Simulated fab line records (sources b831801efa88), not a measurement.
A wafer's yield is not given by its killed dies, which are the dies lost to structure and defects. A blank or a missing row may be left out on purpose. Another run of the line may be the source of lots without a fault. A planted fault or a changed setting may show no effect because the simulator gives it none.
fab line records    flow sky130
record: lots: 4  wafers: 12  last-day: 49
route steps=708 shown CONTACT@426 METAL1@434 VIA1@458 PAD_OPEN@708
lots that met no fault: from a run of the same line without faults
start-h: hours from the record's opening day to when the first of the lot's shown wafers began    wait-h: how many hours have passed since the lot's step before this one    " unchanged from the row above    L1.1+2: several wafers, shown together as one row    - no value, or no start was given    * or withheld: withheld    < > ~ a bound
route shown NAME@n: names a module that has steps shown in the file, with the first one's number in the route    usual: mean and standard deviation over wafers with no fault    same: alike in all rows    chamber/n: place in a boat    sites: the reading at each site    _std_site: standard deviation across them    _edge_site: inner sites' mean taken away from outer sites' mean    radius-mm: for every site, how far away it sits from the centre of the wafer    mask NAME#n: copy n    behind: the most recent tool/chamber to have shaped the wafer    hold: reason for holding the lot/hours on hold/outcome of the hold    device: whichever transistor did not switch (one of n, p or np)    end of line: the route-end tests of the same wafers    step lacking rows: just its recipe    killed: dies lost to structure and defects at the first sort, not the wafer's yield    map: dies across one wafer; x = killed, . = not, _ = none there
set.NAME: the run value of the setting; set.NAME@STEP: its run value at that earlier step    model.NAME: the simulator's own value behind a step, which no gauge read
certain route steps with their lots: each step a table, each wafer a row
services: from which hour (start-h, from the record's first day; less than 0 if before it) a tool's chamber was out of use, for how many hours, and why
== steps ==
step: SKY_CONTACT_STRIP_20
recipe: chemistry: post-etch-residue-remover  time-s: 1200  temp-c: 72.5
step: SKY_CONTACT_CLEAN_21
recipe: chemistry: IPA  time-s: 180  temp-c: 25
step: SKY_CONTACT_CLEAN_22
recipe: chemistry: O3/DIW  dry: n2-spin
step: SKY_CONTACT_SPUTTER_23
recipe: material: TiN  target-thk-nm: 20  chamber-pressure-pa: 5  power-w: 4000  time-s: 80
step: SKY_CONTACT_CVD_24
recipe: material: W  target-thk-nm: 340  time-s: 102.12  temp-c: 400  pressure-torr: 40
step: SKY_CONTACT_CMP_27
recipe: stop-on: SiO2  t-overpolish-s: 15  down-force-psi: 3.5  platen-rpm: 60  target-thk-nm: 0  pad-velocity-m-s: 0.94248
step: SKY_METAL1_SPUTTER_00
recipe: material: Ti  target-thk-nm: 15  power-w: 3000  time-s: 10  chamber-pressure-pa: 0.4
step: SKY_METAL1_SPUTTER_01
recipe: material: TiN  target-thk-nm: 20  power-w: 6500  time-s: 16.7  chamber-pressure-pa: 0.4
step: SKY_METAL1_SPUTTER_02
recipe: material: AlCu  target-thk-nm: 250  power-w: 10600  time-s: 13.3  chamber-pressure-pa: 0.4
step: SKY_METAL1_SPUTTER_03
recipe: material: Ti  target-thk-nm: 5  power-w: 3000  time-s: 3.3  chamber-pressure-pa: 0.4
step: SKY_METAL1_SPUTTER_04
recipe: material: TiN  target-thk-nm: 70  power-w: 6500  time-s: 58.3  chamber-pressure-pa: 0.4
usual: throttle-valve-pct: 30.1/1.3
lot.wafer  tool            chamber  start-h  wait-h  throttle-valve-pct
L104.1     pvd-sputter-02  -        784.41   0.0     29.5
L104.4     "               -        "        "       26.9
L104.6     "               -        "        "       29.9
L103.3     pvd-sputter-02  -        786.29   0.0     29.9
L103.4     "               -        "        "       29.7
L103.6     "               -        "        "       29.4
L106.1     pvd-sputter-02  -        797.46   0.0     26.8
L106.2     "               -        "        "       30.0
L106.4     "               -        "        "       29.4
L114.1     pvd-sputter-03  -        862.47   0.0     30.6
L114.2     "               -        "        "       30.4
L114.3     "               -        "        "       30.1
step: SKY_METAL1_DEHYDRATE_07
recipe: temp-c: 200  time-s: 60
step: SKY_METAL1_HMDS_08
recipe: prime-time-s: 60  prime-temp-c: 120
step: SKY_METAL1_COAT_09
recipe: resist: BARC  temp-c: withheld  time-s: withheld  spin-rpm: 3000  resist-thk-nm: 60
step: SKY_METAL1_COAT_10
recipe: resist: KrF-thick  spin-rpm: 3000  resist-thk-nm: 450
step: SKY_METAL1_SOFTBAKE_11
recipe: temp-c: 100  time-s: 90  resist: KrF-thick
step: SKY_METAL1_EXPOSE_12
recipe: mask-id: MM1  na: 0.8  source-shape: annular  sigma-inner: 0.55  sigma-outer: 0.85  target-cd-nm: 140  dose-mj: 28
step: SKY_METAL1_PEB_13
recipe: peb-temp-c: withheld  peb-time-s: withheld  resist: KrF-thick
step: SKY_METAL1_DEVELOP_14
recipe: develop-time-s: 60  resist: KrF-thick  dev-temp-c: 20.44
step: SKY_METAL1_DESCUM_17
recipe: chemistry: O2  source-power-w: 150  bias-power-w: 0  pressure-mtorr: 10  temp-c: 40  time-s: 8
step: SKY_METAL1_ETCH_18
recipe: chemistry: N2/H2  target: BARC  ion-energy-ev: 200  bias-w: 100  pressure-mtorr: 30  n2-flow-sccm: 100  h2-flow-sccm: 200  icp-w: 500  stop-on: SiO2  time-s: 45.9  target-depth-a: 600
step: SKY_METAL1_METAL_ETCH_19
recipe: target-depth-a: 3600  stop-on: SiO2  over-etch-frac: 0.3  time-s: 78  chemistry: Cl2/BCl3  resist-sidewall-deg: 88  pressure-mtorr: 10  icp-w: 900  bias-w: 48.5  Cl2_flow_sccm: 60  bcl3-flow-sccm: 30
step: SKY_METAL1_STRIP_20
recipe: chemistry: O2/N2  power-w: 1400  pressure-mtorr: 1500  platen-temp-c: withheld  o2-flow-sccm: 3000  n2-flow-sccm: 300  overash-fraction: 0.5
step: SKY_METAL1_STRIP_21
recipe: chemistry: post-etch-residue-remover  time-s: 1200  temp-c: 72.5
step: SKY_METAL1_CLEAN_22
recipe: chemistry: IPA  time-s: 180  temp-c: 25
step: SKY_METAL1_CLEAN_23
recipe: chemistry: O3/DIW  dry: n2-spin
step: SKY_VIA1_HDPCVD_00
recipe: material: SiO2  target-thk-nm: 1030  sigma-open-frac: 0.3  time-s: 171.7  temp-c: 400  sih4-flow-sccm: 60  pressure-mtorr: 6
step: SKY_VIA1_CMP_02
recipe: material: SiO2  down-force-psi: 4  platen-rpm: 60  pad-velocity-m-s: 0.94248
step: SKY_VIA1_DEHYDRATE_04
recipe: temp-c: 200  time-s: 60
step: SKY_VIA1_HMDS_05
recipe: prime-time-s: 60  prime-temp-c: 120
step: SKY_VIA1_COAT_06
recipe: resist: BARC  temp-c: withheld  time-s: withheld  spin-rpm: 3000  resist-thk-nm: 60
step: SKY_VIA1_COAT_07
recipe: resist: KrF-thick  spin-rpm: 3000  resist-thk-nm: 457.1
step: SKY_VIA1_SOFTBAKE_08
recipe: temp-c: 100  time-s: 90  resist: KrF-thick
step: SKY_VIA1_EXPOSE_09
recipe: mask-id: VIM  na: 0.8  source-shape: annular  sigma-inner: 0.55  sigma-outer: 0.85  target-cd-nm: 150  dose-mj: 38
step: SKY_PAD_OPEN_PROBE_99
usual: defect-limited-yield: 82.3/2  killed_at_M0_to_M3: 43/7.1  killed_at_M4_up: 3/1.7  killed-at-contacts: 25/5.6  killed-at-front-end: 16/4.1  killed-at-other: 0.2/0.49  killed-dies: 87/9.8  killed-open: 47/7.6  killed-short: 40/6.1  sort_bin_3_pad_short: 0.9/0.44  sort_bin_5_function: 10.5/1.6  sort_bin_6_memory: 6.3/1  sort-n-pass: 405/9.8  sort-yield-pct: 82.3/2
same: gross-dies: 492  killed-at-back-side: 0  sort_bin_4_leakage[%]: 0  sort_bin_8_speed[%]: 0
lot.wafer  tool       chamber  start-h  wait-h  defect-limited-yield[%]  killed_at_M0_to_M3  killed_at_M4_up  killed-at-contacts  killed-at-front-end  killed-at-other  killed-dies  killed-open  killed-short  sort_bin_3_pad_short[%]  sort_bin_5_function[%]  sort_bin_6_memory[%]  sort-n-pass  sort-yield-pct[%]  model.etest.tester.sort-n-pass  model.etest.tester.sort-yield-pct  model.etest.tester.sort_bin_5_pct  model.etest.tester.sort_bin_3_pct
L103.3     prober-01  -        1113.42  0.2     72.6                     98                  1                25                  11                   0                135          45           33            3.7                      16.1                    7.7                   357          72.6               357                             72.56                              16.06                              3.659
L103.4     prober-01  -        1113.47  0.2     81.9                     48                  3                24                  13                   1                89           48           41            0.8                      11.6                    5.7                   403          81.9               403                             81.91                              11.59                              0.813
L103.6     prober-01  -        1113.57  0.2     79.7                     60                  2                27                  11                   0                100          54           46            0.8                      13.2                    6.3                   392          79.7               392                             79.67                              13.21                              0.813
L106.2     prober-01  -        1121.19  0.1     75.4                     85                  2                21                  12                   1                121          31           37            3.5                      14.6                    6.5                   371          75.4               371                             75.41                              14.63                              3.455
L114.1     prober-02  -        1167.54  0.1     81.9                     45                  0                31                  13                   0                89           54           35            0.6                      11.6                    5.9                   403          81.9               403                             81.91                              11.59                              0.6098
L114.2     prober-02  -        1167.59  0.1     83.9                     34                  4                25                  15                   1                79           45           34            1.0                      9.6                     5.5                   413          83.9               413                             83.94                              9.553                              1.016
L114.3     prober-02  -        1167.64  0.2     83.5                     44                  0                24                  13                   0                81           37           44            0.8                      8.7                     6.9                   411          83.5               411                             83.54                              8.74                               0.813
killed by level:class
L103.3 METAL1:unspecified=57 CONTACT:geometric-particle:open=13 VIA1:geometric-particle:open=9 METAL2:geometric-particle:short=6 VIA3:geometric-particle:open=6 POLY_GATE:geometric-particle:open=4 LI_CONTACT:geometric-particle:open=4 LOCAL_INTERCONNECT:geometric-particle:short=4
L103.4 VIA1:geometric-particle:open=13 VIA2:geometric-particle:open=11 CONTACT:geometric-particle:open=8 LOCAL_INTERCONNECT:geometric-particle:short=5 CONTACT:geometric-particle:short=5 VIA1:geometric-particle:short=5 FIELD_ISO:geometric-particle:short=4 LI_CONTACT:geometric-particle:open=4
L103.6 VIA3:geometric-particle:open=13 VIA2:geometric-particle:open=11 CONTACT:geometric-particle:open=9 VIA1:geometric-particle:short=8 LI_CONTACT:geometric-particle:open=7 VIA1:geometric-particle:open=7 POLY_GATE:geometric-particle:short=6 METAL1:geometric-particle:short=6
L106.2 METAL1:unspecified=53 LOCAL_INTERCONNECT:geometric-particle:short=7 FIELD_ISO:geometric-particle:short=6 VIA2:geometric-particle:open=6 CONTACT:geometric-particle:open=5 VIA1:geometric-particle:open=5 VIA3:geometric-particle:open=4 LI_CONTACT:geometric-particle:open=4
L114.1 CONTACT:geometric-particle:open=15 VIA1:geometric-particle:open=12 VIA2:geometric-particle:open=10 LI_CONTACT:geometric-particle:open=8 POLY_GATE:geometric-particle:short=6 VIA3:geometric-particle:short=5 LI_CONTACT:geometric-particle:short=4 VIA3:geometric-particle:open=4
L114.2 CONTACT:geometric-particle:open=12 FIELD_ISO:geometric-particle:short=7 LI_CONTACT:geometric-particle:open=7 VIA3:geometric-particle:open=7 VIA2:geometric-particle:open=5 METAL1:geometric-particle:short=5 VIA1:geometric-particle:open=5 FIELD_ISO:geometric-particle:open=4
L114.3 VIA1:geometric-particle:open=11 LI_CONTACT:geometric-particle:open=10 VIA3:geometric-particle:open=6 FIELD_ISO:geometric-particle:short=5 CONTACT:geometric-particle:short=5 METAL1:geometric-particle:short=5 VIA1:geometric-particle:short=5 VIA2:geometric-particle:short=5
map L103.3 (x killed, . not)
__________x..xx..x.._________
________..x........x.._______
______x.x.x...........x._____
_____..x..xx......x......____
____.x.x...........x.x....___
___........x.......x......x__
__..x.....x.......xx.xxxxx.._
_........x.....x.xx..xx......
_..........x.xx.xxxxxxxxx...x
_.xx......xx......xxxxxxxx...
_...x...x.....x..xxxxxxxxxx..
_..x..x........xxxxxxxxxxx.x.
_..x.xx......x...xxxxxxxxxx..
_......x..........xxxxxx.....
_...x.........x..xx.xx.x.x.x.
__..x.....x.........x......x_
___x.x..x............x.....__
____xx.....x..............___
_____.......x............____
______.x................_____
________xxx.........x._______
__________.........._________
map L106.2 (x killed, . not)
__________.......x.._________
________.............._______
______...x.x.xx.x......._____
_____x....x............x.____
____.........x....xx....x.___
___....x...xx.........x....__
__.....x..x....x...xx.....x._
_x...x............xx.x..x....
_.......x..........xxxxxxx...
_..x.........x.xxxxxxxxxxx.x.
_...x........x..xxxxxxxxx.x..
_.x..x..xx........xxxxxxxxx..
_................x.xxxxxxxx..
_...................xxxx.xx..
_.....x.x......x....xx..xx...
__....x...x....x.....x......_
___...........x............__
____..xxxx....x..xxx......___
_____....................____
______.xxx.x......x..x.._____
________.....x..x....._______
__________x.....x..._________
== services ==
tool            chamber  start-h  hours  kind
pvd-sputter-02  -        812.56   2.7    repair
== key ==
first-sign: step: SKY_PAD_OPEN_PROBE_99  reading: killed_at_M0_to_M3  direction: up  sigmas: 6.9  usual: 43  struck: 92
effect: step: SKY_PAD_OPEN_PROBE_99  reading: sort_bin_3_pad_short  direction: up  sigmas: 6.1  usual: 0.9  struck: 3.6
model-effect: step: SKY_PAD_OPEN_PROBE_99  value: etest.tester.sort-n-pass  without: 414.5  struck: 364
met-at SKY_METAL1_SPUTTER_04
struck-wafers L103.3,L106.2
fault: kind: chamber-particle-source  tool: pvd-sputter-02  chamber: -  onset-h: 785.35  steps: SKY_METAL1_SPUTTER_04  rate-per-visit-cm2: 0.81685  end-h: 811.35  scope: struck-wafers-only
